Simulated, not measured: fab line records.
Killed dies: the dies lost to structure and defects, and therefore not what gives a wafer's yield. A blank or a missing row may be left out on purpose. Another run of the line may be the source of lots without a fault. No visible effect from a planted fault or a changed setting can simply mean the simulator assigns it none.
What tool caused it? | flow gf180mcu | 15 lots with 45 wafers sampled at 3 steps, on a route of 602 steps

## WHAT THE GAUGES SHOWED, per wafer
GF_V5_THK_MEAS_03.
lot  | measured     | on            | V5_CVD_02_THK (nm)
L223 | day 26 04:34 | film metro-01 | 1450 1457 1483
L224 | day 26 10:56 | film metro-01 | 1438 1439 1472
L225 | day 26 22:55 | film metro-01 | 1468 1460 1472
L226 | day 27 05:37 | film metro-03 | 1443 1449 1458
L227 | day 27 18:23 | film metro-01 | 1454 1470 1493
L228 | day 28 01:08 | film metro-03 | 1434 1445 1468
L229 | day 28 08:40 | film metro-04 | 1407 1448 1456
L231 | day 28 19:04 | film metro-01 | 1470 1466 1474
L237 | day 30 15:16 | film metro-03 | 1440 1468 1484
L238 | day 30 22:58 | film metro-04 | 1440 1469 1467
L239 | day 31 09:56 | film metro-01 | 1440 1458 1438
L242 | day 32 00:31 | film metro-01 | 1411 1457 1452
L243 | day 32 06:14 | film metro-04 | 1421 1443 1429
L244 | day 32 16:27 | film metro-03 | 1427 1430 1458
L245 | day 32 18:31 | film metro-01 | 1423 1430 1436

GF_TOP_METAL_CD_MEAS_14: the cd target is 440 nm.
lot  | measured     | on        | cd nm (nm)
L223 | day 27 23:01 | cd sem-02 | 443.6 444.7 443.6
L224 | day 28 04:58 | cd sem-02 | 441.2 444.1 444.9
L225 | day 28 16:59 | cd sem-02 | 439.8 439.4 438.3
L226 | day 28 22:31 | cd sem-01 | 440.7 443.1 444.2
L227 | day 29 09:26 | cd sem-02 | 437.9 438.7 442.1
L228 | day 29 17:44 | cd sem-01 | 444.4 445.4 443.1
L229 | day 30 00:37 | cd sem-02 | 441.5 438.9 439.6
L231 | day 30 10:46 | cd sem-01 | 440.3 439.5 439.6
L237 | day 32 05:19 | cd sem-01 | 442.0 441.2 442.7
L238 | day 32 11:04 | cd sem-01 | 438.4 439.2 441.2
L239 | day 32 21:05 | cd sem-02 | 436.5 438.9 437.8
L242 | day 33 11:04 | cd sem-02 | 441.1 442.4 442.5
L243 | day 33 15:59 | cd sem-01 | 440.3 442.4 441.3
L244 | day 34 01:44 | cd sem-01 | 442.1 441.2 442.9
L245 | day 34 03:59 | cd sem-01 | 442.7 441.7 443.3

## EACH LOT AND THE TOOL THAT RAN IT (in order: tool; ch and the chambers of the sampled wafers; start)
lot  | GF_TOP_METAL_SPUTTER_03
L223 | pvd sputter-01, day 27 02:51
L224 | pvd sputter-02, day 27 09:19
L225 | pvd sputter-03, day 27 21:19
L226 | pvd sputter-01, day 28 04:00
L227 | pvd sputter-03, day 28 15:11
L228 | pvd sputter-02, day 28 22:37
L229 | pvd sputter-02, day 29 05:40
L231 | pvd sputter-02, day 29 16:15
L237 | pvd sputter-02, day 31 11:50
L238 | pvd sputter-03, day 31 18:04
L239 | pvd sputter-02, day 32 04:48
L242 | pvd sputter-02, day 32 19:30
L243 | pvd sputter-02, day 33 00:21
L244 | pvd sputter-03, day 33 10:51
L245 | pvd sputter-02, day 33 12:22
- GF_TOP_METAL_SPUTTER_03: material Ti, target thk 5 nm, time 3.3 s.

## WHAT THE TOOLS THEMSELVES READ (means of the sampled wafers that have a number; where no wafer has one, the mark that the record gives instead)
GF_TOP_METAL_SPUTTER_03.
lot  | tool           | throttle valve pct (%)
L223 | pvd sputter-01 | 30.1
L224 | pvd sputter-02 | 30.5
L225 | pvd sputter-03 | 31.1
L226 | pvd sputter-01 | 29.5
L227 | pvd sputter-03 | 31.0
L228 | pvd sputter-02 | 29.2
L229 | pvd sputter-02 | 29.9
L231 | pvd sputter-02 | 30.1
L237 | pvd sputter-02 | 30.0
L238 | pvd sputter-03 | 31.6
L239 | pvd sputter-02 | 29.9
L242 | pvd sputter-02 | 29.9
L243 | pvd sputter-02 | 29.4
L244 | pvd sputter-03 | 29.9
L245 | pvd sputter-02 | 30.0

## THE ANSWER, worked out from the rows above alone
Rule: the usual values come from the lots themselves. The widest of any qualifying gaps counts: lots, ordered by their means at a reading, are off when they make up no more than a third of the lots, leave a main group of 4 or more, and stand apart from it by 3 or more times the standard deviation of that group's means. A main group is skipped when, at the precision printed for the reading in the tables above, its means are all equal. Also off: a lot with no number at a reading for which 4 or more lots have one. Where the step has rows for the other lots, those lots are counted as sound. The gauges are gone through in route order, then the tools' own readings, and for those a lot's mean is taken as printed above. The first step at which some lot is off is used, and at that step the reading that is off furthest; a lot without a number counts as furthest.
None of the lots is off at any reading shown; this tells nothing.

## WHAT THE SIMULATOR PUT IN
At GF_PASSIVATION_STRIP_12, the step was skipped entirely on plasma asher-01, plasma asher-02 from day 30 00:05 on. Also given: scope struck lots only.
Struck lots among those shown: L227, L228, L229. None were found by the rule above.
